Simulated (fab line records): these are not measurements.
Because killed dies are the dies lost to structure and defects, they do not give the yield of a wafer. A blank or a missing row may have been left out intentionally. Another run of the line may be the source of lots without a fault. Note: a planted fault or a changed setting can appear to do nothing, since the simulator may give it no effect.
A sampling plan put to the test + flow sky130 + each of the 43 faults these records tell of, on one fab line, judged from the records of the lots it struck
The line's own looks make up the plan; these are the steps of the route where a gauge or inspection reads the wafer and leaves it unchanged. A look is open to judgement when struck wafers have a number at it and the file gives its usual mean and standard deviation on fault-free wafers. Caught: the struck wafers' mean, at a look after the fault's first step, is 4 or more of those standard deviations (sigma) away from the usual mean. On the tool: here the same test is run on the tool's own readings at the fault's steps. Also counted as caught: the struck wafers showing another recipe, or a record that is empty for them alone.

== THE FAULTS, as the simulator had put them in ==
1. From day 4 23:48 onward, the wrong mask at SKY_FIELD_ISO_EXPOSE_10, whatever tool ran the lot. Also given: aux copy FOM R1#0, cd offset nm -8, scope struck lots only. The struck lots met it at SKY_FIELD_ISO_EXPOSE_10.
2. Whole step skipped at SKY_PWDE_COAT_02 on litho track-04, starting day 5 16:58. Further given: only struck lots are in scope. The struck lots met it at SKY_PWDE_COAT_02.
3. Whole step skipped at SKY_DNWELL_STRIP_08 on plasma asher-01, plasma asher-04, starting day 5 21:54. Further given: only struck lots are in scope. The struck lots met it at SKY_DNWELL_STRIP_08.
4. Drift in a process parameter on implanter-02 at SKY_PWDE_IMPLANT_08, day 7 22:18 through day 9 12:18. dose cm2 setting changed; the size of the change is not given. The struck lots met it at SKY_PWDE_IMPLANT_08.
5. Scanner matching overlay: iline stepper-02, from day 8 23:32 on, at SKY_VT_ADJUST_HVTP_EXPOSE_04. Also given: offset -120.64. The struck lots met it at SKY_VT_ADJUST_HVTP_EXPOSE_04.
6. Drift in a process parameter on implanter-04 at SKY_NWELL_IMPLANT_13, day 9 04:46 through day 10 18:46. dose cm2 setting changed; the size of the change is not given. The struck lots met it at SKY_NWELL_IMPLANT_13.
7. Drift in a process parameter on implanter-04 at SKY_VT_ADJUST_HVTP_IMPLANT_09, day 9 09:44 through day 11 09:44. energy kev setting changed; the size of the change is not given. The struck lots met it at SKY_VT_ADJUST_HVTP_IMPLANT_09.
8. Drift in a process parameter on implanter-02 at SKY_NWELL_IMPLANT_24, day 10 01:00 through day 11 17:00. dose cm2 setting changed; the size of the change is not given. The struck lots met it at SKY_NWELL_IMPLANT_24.
9. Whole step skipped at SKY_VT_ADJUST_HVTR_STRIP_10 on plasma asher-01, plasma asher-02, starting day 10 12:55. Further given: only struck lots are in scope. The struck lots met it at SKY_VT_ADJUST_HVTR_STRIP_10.
10. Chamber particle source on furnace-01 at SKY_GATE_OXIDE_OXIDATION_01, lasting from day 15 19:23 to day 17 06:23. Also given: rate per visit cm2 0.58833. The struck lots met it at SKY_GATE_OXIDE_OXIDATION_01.
11. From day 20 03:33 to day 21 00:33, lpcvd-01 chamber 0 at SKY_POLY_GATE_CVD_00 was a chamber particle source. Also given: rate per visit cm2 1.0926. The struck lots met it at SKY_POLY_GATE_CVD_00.
12. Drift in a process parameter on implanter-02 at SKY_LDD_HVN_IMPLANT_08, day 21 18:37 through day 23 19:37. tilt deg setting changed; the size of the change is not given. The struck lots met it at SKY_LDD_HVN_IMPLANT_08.
13. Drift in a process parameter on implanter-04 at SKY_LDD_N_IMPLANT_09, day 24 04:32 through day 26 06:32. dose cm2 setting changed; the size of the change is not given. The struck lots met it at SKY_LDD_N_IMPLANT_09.
14. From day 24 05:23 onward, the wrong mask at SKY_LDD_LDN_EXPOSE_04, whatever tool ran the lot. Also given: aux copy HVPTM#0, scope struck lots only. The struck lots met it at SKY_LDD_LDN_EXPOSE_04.
15. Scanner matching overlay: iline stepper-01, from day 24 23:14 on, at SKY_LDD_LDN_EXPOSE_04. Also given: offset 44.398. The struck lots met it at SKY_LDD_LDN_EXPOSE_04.
16. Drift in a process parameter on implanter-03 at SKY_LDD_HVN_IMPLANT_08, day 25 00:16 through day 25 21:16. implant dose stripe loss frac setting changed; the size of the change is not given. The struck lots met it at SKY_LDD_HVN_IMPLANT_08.
17. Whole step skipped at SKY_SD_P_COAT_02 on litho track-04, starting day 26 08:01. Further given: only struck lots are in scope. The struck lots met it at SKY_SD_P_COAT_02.
18. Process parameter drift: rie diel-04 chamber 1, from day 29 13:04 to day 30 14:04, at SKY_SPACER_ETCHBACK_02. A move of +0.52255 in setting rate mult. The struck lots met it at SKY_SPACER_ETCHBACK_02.
19. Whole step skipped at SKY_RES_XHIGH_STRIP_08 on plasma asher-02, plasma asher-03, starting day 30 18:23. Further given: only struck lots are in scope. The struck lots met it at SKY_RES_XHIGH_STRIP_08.
20. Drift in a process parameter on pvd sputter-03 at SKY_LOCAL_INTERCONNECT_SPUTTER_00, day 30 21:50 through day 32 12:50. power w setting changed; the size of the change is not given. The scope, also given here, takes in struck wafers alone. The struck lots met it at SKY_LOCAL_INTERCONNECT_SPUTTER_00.
21. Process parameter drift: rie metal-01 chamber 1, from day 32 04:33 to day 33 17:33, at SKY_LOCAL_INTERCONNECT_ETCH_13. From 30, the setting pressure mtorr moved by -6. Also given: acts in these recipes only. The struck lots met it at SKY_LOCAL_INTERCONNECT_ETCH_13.
22. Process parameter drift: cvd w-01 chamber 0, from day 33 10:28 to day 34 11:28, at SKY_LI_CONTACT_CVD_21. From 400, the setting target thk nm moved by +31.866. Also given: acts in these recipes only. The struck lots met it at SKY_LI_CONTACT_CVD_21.
23. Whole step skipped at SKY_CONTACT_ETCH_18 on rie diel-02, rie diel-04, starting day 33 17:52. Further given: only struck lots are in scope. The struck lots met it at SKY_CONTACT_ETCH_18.
24. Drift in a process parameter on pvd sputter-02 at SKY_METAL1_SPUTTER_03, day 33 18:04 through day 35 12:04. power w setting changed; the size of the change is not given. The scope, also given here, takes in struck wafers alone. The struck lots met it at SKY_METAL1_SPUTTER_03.
25. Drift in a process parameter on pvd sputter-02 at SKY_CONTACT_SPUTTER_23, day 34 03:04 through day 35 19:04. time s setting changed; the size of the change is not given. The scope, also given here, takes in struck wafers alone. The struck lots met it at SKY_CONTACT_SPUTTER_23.
26. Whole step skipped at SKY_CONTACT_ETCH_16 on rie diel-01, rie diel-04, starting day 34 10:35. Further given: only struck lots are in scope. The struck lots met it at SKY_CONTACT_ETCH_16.
27. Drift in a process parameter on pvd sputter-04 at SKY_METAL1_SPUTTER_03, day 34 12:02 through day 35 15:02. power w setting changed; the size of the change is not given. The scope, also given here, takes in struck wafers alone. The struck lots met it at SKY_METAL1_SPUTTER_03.
28. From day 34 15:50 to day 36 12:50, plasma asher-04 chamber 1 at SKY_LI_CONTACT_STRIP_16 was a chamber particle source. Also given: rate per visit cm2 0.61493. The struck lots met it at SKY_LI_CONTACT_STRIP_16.
29. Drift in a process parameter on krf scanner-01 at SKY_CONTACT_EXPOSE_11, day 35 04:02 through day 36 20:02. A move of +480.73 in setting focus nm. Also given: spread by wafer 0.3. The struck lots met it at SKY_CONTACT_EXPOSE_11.
30. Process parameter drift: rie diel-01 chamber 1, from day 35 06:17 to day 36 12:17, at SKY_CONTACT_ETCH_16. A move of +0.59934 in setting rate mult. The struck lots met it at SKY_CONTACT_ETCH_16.
31. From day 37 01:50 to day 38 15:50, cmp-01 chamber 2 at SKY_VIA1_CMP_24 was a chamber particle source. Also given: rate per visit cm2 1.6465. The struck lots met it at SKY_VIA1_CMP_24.
32. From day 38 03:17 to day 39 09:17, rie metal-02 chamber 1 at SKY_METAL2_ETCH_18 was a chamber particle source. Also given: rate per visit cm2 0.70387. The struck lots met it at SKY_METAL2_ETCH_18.
33. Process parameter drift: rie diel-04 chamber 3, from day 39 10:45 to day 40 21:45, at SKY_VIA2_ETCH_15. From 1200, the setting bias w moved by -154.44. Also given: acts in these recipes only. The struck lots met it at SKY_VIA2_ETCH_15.
34. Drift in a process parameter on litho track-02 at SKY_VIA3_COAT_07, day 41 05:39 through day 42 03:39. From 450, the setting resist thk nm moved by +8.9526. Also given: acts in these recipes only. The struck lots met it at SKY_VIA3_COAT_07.
35. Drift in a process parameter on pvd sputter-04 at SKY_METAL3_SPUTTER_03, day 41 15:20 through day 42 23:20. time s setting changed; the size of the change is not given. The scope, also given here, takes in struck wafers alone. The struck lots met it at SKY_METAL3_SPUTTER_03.
36. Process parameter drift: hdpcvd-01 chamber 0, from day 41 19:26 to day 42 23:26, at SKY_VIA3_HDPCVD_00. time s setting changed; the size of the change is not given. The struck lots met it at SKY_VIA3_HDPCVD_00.
37. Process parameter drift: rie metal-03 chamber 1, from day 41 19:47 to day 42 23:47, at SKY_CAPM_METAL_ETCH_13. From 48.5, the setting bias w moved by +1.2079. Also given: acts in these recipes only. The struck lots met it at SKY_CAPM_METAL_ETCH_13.
38. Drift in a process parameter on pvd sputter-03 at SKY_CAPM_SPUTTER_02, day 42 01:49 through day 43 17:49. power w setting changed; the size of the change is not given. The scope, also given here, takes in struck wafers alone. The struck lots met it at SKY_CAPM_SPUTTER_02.
39. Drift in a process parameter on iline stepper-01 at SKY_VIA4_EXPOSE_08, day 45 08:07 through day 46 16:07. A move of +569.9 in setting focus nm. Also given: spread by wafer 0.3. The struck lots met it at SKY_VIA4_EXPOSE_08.
40. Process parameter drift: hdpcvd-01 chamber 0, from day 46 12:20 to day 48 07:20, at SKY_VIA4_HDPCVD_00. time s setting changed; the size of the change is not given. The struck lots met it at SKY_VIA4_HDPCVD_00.
41. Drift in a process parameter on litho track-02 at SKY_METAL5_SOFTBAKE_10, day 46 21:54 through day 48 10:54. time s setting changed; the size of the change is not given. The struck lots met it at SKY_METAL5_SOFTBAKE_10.
42. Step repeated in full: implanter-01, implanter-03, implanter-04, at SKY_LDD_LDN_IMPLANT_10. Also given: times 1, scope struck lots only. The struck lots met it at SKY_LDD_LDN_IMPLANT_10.
43. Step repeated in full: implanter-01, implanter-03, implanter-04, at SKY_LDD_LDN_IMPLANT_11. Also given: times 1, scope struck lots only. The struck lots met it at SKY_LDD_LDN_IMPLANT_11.

== WHAT THE PLAN SAW ==
| fault | on the tool itself                               | first look that catches it                      | reading, sigma                                                | median hours from its first step to that look | hours from the fault's start to the first struck lot there | judged looks passed uncaught |
|-------|--------------------------------------------------|-------------------------------------------------|---------------------------------------------------------------|-----------------------------------------------|------------------------------------------------------------|------------------------------|
| 1     | no reading that can be judged                    | SKY_FIELD_ISO_CD_MEAS_13                        | cd nm -6.3                                                    | 8.6                                           | 11                                                         | 0                            |
| 2     | the tool's record is blank for the struck wafers | SKY_NWELL_TW_MEAS_26                            | NWELL_2_TW +11                                                | 49.1                                          | 50                                                         | 1                            |
| 3     | the tool's record is blank for the struck wafers | SKY_PWDE_TW_MEAS_10                             | PWDE_TW -99 or beyond                                         | 18.6                                          | 22                                                         | 0                            |
| 4     | dose ions cm2 -12 sigma                          | none of the 3 looks that can be judged after it | strongest: PWDE_RS at SKY_NWELL_RS_MEAS_31, +3.4              | -                                             | -                                                          | 3                            |
| 5     | no reading that can be judged                    | SKY_VT_ADJUST_HVTP_OVL_MEAS_08                  | VT_ADJUST_HVTP_OVL -86                                        | 11.3                                          | 16                                                         | 1                            |
| 6     | dose ions cm2 -99 or beyond sigma                | SKY_NWELL_RS_MEAS_29                            | NWELL_RS +11                                                  | 22.6                                          | 23                                                         | 0                            |
| 7     | beam energy keV -99 or beyond sigma              | SKY_VT_ADJUST_HVTP_TW_MEAS_11                   | VT_ADJUST_HVTP_TW -5.0                                        | 0.2                                           | 6                                                          | 0                            |
| 8     | dose ions cm2 -99 or beyond sigma                | SKY_NWELL_TW_MEAS_26                            | NWELL_2_TW -23                                                | 0.2                                           | 1                                                          | 0                            |
| 9     | the tool's record is blank for the struck wafers | SKY_VT_ADJUST_PCH_TW_MEAS_10                    | VT_ADJUST_PCH_TW -99 or beyond                                | 23.1                                          | 26                                                         | 1                            |
| 10    | no reading that can be judged                    | no look after it can be judged                  | -                                                             | -                                             | -                                                          | 0                            |
| 11    | under 2 sigma                                    | not the one look that can be judged after it    | -                                                             | -                                             | -                                                          | 1                            |
| 12    | tilt deg -99 or beyond sigma                     | SKY_LDD_HVN_TW_MEAS_10                          | LDD_HVN_TW -14                                                | 0.2                                           | 24                                                         | 0                            |
| 13    | dose ions cm2 -99 or beyond sigma                | SKY_LDD_N_TW_MEAS_17                            | LDD_N_TW -5.5                                                 | 1.1                                           | 11                                                         | 0                            |
| 14    | under 2 sigma                                    | SKY_LDD_LDN_TW_MEAS_13                          | LDD_LDN_TW -99 or beyond                                      | 14.4                                          | 20                                                         | 0                            |
| 15    | no reading that can be judged                    | SKY_LDD_LDN_OVL_MEAS_07                         | LDD_LDN_OVL +34                                               | 14.2                                          | 22                                                         | 0                            |
| 16    | no reading that can be judged                    | SKY_LDD_HVN_TW_MEAS_10                          | LDD_HVN_TW -4.3                                               | 0.2                                           | 2                                                          | 0                            |
| 17    | the tool's record is blank for the struck wafers | SKY_RES_XHIGH_TW_MEAS_09                        | RES_XHIGH_TW +81                                              | 43.4                                          | 48                                                         | 0                            |
| 18    | under 2 sigma                                    | no look after it can be judged                  | -                                                             | -                                             | -                                                          | 0                            |
| 19    | the tool's record is blank for the struck wafers | SKY_SD_N_TW_MEAS_12                             | SD_N_TW -99 or beyond                                         | 27.8                                          | 33                                                         | 0                            |
| 20    | cathode dc power W +99 or beyond sigma           | SKY_LOCAL_INTERCONNECT_RS_MEAS_01               | LOCAL_INTERCONNECT_TIN_RS -23                                 | 0.1                                           | 34                                                         | 0                            |
| 21    | chamber pressure mTorr -99 or beyond sigma       | no look after it can be judged                  | -                                                             | -                                             | -                                                          | 0                            |
| 22    | under 2 sigma                                    | none of the 2 looks that can be judged after it | strongest: LI_CONTACT_W_RS at SKY_LI_CONTACT_RS_MEAS_22, -3.4 | -                                             | -                                                          | 2                            |
| 23    | the tool's record is blank for the struck wafers | no look after it can be judged                  | -                                                             | -                                             | -                                                          | 0                            |
| 24    | cathode dc power W +99 or beyond sigma           | no look after it can be judged                  | -                                                             | -                                             | -                                                          | 0                            |
| 25    | under 2 sigma                                    | no look after it can be judged                  | -                                                             | -                                             | -                                                          | 0                            |
| 26    | the tool's record is blank for the struck wafers | no look after it can be judged                  | -                                                             | -                                             | -                                                          | 0                            |
| 27    | cathode dc power W -99 or beyond sigma           | no look after it can be judged                  | -                                                             | -                                             | -                                                          | 0                            |
| 28    | under 2 sigma                                    | none of the 2 looks that can be judged after it | -                                                             | -                                             | -                                                          | 2                            |
| 29    | under 2 sigma                                    | SKY_CONTACT_CD_MEAS_14                          | cd nm -38                                                     | 12.4                                          | 14                                                         | 0                            |
| 30    | under 2 sigma                                    | no look after it can be judged                  | -                                                             | -                                             | -                                                          | 0                            |
| 31    | under 2 sigma                                    | not the one look that can be judged after it    | -                                                             | -                                             | -                                                          | 1                            |
| 32    | under 2 sigma                                    | no look after it can be judged                  | -                                                             | -                                             | -                                                          | 0                            |
| 33    | bias w -41 sigma                                 | no look after it can be judged                  | -                                                             | -                                             | -                                                          | 0                            |
| 34    | no reading that can be judged                    | not the one look that can be judged after it    | -                                                             | -                                             | -                                                          | 1                            |
| 35    | under 2 sigma                                    | no look after it can be judged                  | -                                                             | -                                             | -                                                          | 0                            |
| 36    | run length s -99 or beyond sigma                 | SKY_VIA3_THK_MEAS_01                            | VIA3_HDPCVD_THK -26                                           | 0.2                                           | 3                                                          | 0                            |
| 37    | bias w +7.6 sigma                                | no look after it can be judged                  | -                                                             | -                                             | -                                                          | 0                            |
| 38    | cathode dc power W -99 or beyond sigma           | not the one look that can be judged after it    | strongest: CAPM_TIN_RS at SKY_CAPM_RS_MEAS_03, +3.1           | -                                             | -                                                          | 1                            |
| 39    | under 2 sigma                                    | not the one look that can be judged after it    | -                                                             | -                                             | -                                                          | 1                            |
| 40    | run length s +31 sigma                           | SKY_VIA4_THK_MEAS_01                            | VIA4_HDPCVD_THK +6.3                                          | 0.2                                           | 27                                                         | 0                            |
| 41    | heater power total W +99 or beyond sigma         | no look after it can be judged                  | -                                                             | -                                             | -                                                          | 0                            |
| 42    | under 2 sigma                                    | SKY_LDD_LDN_TW_MEAS_13                          | LDD_LDN_TW +7.8                                               | 0.7                                           | -                                                          | 0                            |
| 43    | under 2 sigma                                    | SKY_LDD_LDN_TW_MEAS_13                          | LDD_LDN_TW +8.7                                               | 0.6                                           | -                                                          | 0                            |
A dash: this means the fault isn't caught or the number doesn't appear in these records.

Caught at a look: 21 of 43. Caught on the tool: 23 of 43. By one or the other: 31 of 43.
Faults 4, 21, 23, 24, 26, 27, 33, 37, 38, 41 were caught on the tool alone.
Caught at a look alone: faults 1, 5, 14, 15, 16, 29, 42, 43.
Caught by neither: faults 10, 11, 18, 22, 25, 28, 30, 31, 32, 34, 35, 39.

== THINNER SAMPLING ==
In the worst case, this is how late the first struck lot would be measured if the look that catches a fault measured only every second or every third lot, by lot number:
| fault | struck lots at that look, in order of time | every lot | every second lot | every third lot |
|-------|--------------------------------------------|-----------|------------------|-----------------|
| 1     | L301                                       | 11 h      | may miss it      | may miss it     |
| 2     | L606, L607                                 | 50 h      | 57 h             | may miss all 2  |
| 3     | L377, L378, L379                           | 22 h      | 27 h             | 34 h            |
| 5     | L640, L642, L647                           | 16 h      | 64 h             | 64 h            |
| 6     | L336, L337, L338                           | 23 h      | 29 h             | 36 h            |
| 7     | L294, L295                                 | 6 h       | 13 h             | may miss all 2  |
| 8     | L912, L914                                 | 1 h       | may miss all 2   | may miss all 2  |
| 9     | L433, L434                                 | 26 h      | 38 h             | may miss all 2  |
| 12    | L184, L186                                 | 24 h      | may miss all 2   | may miss all 2  |
| 13    | L222, L223                                 | 11 h      | 18 h             | may miss all 2  |
| 14    | L628                                       | 20 h      | may miss it      | may miss it     |
| 15    | L574, L575, L577, L576                     | 22 h      | 30 h             | 38 h            |
| 16    | L284, L285                                 | 2 h       | 15 h             | may miss all 2  |
| 17    | L851, L852                                 | 48 h      | 59 h             | may miss all 2  |
| 19    | L797, L798                                 | 33 h      | 37 h             | may miss all 2  |
| 20    | L526                                       | 34 h      | may miss it      | may miss it     |
| 29    | L616, L617                                 | 14 h      | 26 h             | may miss all 2  |
| 36    | L912, L913, L915                           | 3 h       | 13 h             | may miss all 3  |
| 40    | L934                                       | 27 h      | may miss it      | may miss it     |
Hours count from the start of the fault until the first struck lot that is measured. The test against the limit of 4 sigma pooled every struck wafer, which means one lot taken alone may stay below that limit. Other struck lots may not be in these records.

== THE LONGEST TIMED WAY FROM STEP TO LOOK ==
For fault 2, SKY_PWDE_COAT_02 and SKY_NWELL_TW_MEAS_26 are separated by a median of 49.1 hours. The look between them that can be judged stayed within 4 sigma: SKY_NWELL_OVL_MEAS_10.
